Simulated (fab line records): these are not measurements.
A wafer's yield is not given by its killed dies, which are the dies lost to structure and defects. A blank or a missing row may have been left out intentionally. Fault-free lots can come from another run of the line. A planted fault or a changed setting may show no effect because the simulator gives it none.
Which tool is to blame?	flow sky130	route of 708 steps, sampled at 1 step: 7 lots, 21 wafers

WHAT EACH GAUGE READ, for each wafer
SKY_VT_ADJUST_LVTN_OVL_MEAS_07.
lot	measured	on	VT_ADJUST_LVTN_OVL (nm)
L975	day 7 05:20	overlay-02	-1.7 -1.2 -1.5
L979	day 8 11:40	overlay-02	-1.0 1.0 0.5
L982	day 9 03:32	overlay-01	1.3 0.1 1.0
L987	day 10 09:53	overlay-01	-1.5 -2.1 -2.2
L991	day 11 14:37	overlay-02	-0.6 -0.3 -1.7
L994	day 12 15:35	overlay-01	-2.1 0.2 -1.8
L996	day 13 01:26	overlay-02	-0.5 -2.3 -1.6

WHAT TOOL EACH LOT RAN ON (gives the tool, then ch and the chambers of the sampled wafers, and finally the start)
There is no process step in the record ahead of these readings.

THE ANSWER, worked out from the rows above alone
Rule: what is usual is taken from the lots themselves. The widest of any qualifying gaps counts: lots, ordered by their means at a reading, are off when they make up no more than a third of the lots, leave a main group of 4 or more, and stand apart from it by 3 or more times the standard deviation of that group's means. A main group is skipped when, at the precision printed for the reading in the tables above, its means are all equal. Also off: a lot with no number at a reading for which 4 or more lots have one. The other lots that the step has rows for count as sound.
Nothing can be told from this: no lot is off at any reading shown.

WHAT HAD BEEN PUT IN BY THE SIMULATOR
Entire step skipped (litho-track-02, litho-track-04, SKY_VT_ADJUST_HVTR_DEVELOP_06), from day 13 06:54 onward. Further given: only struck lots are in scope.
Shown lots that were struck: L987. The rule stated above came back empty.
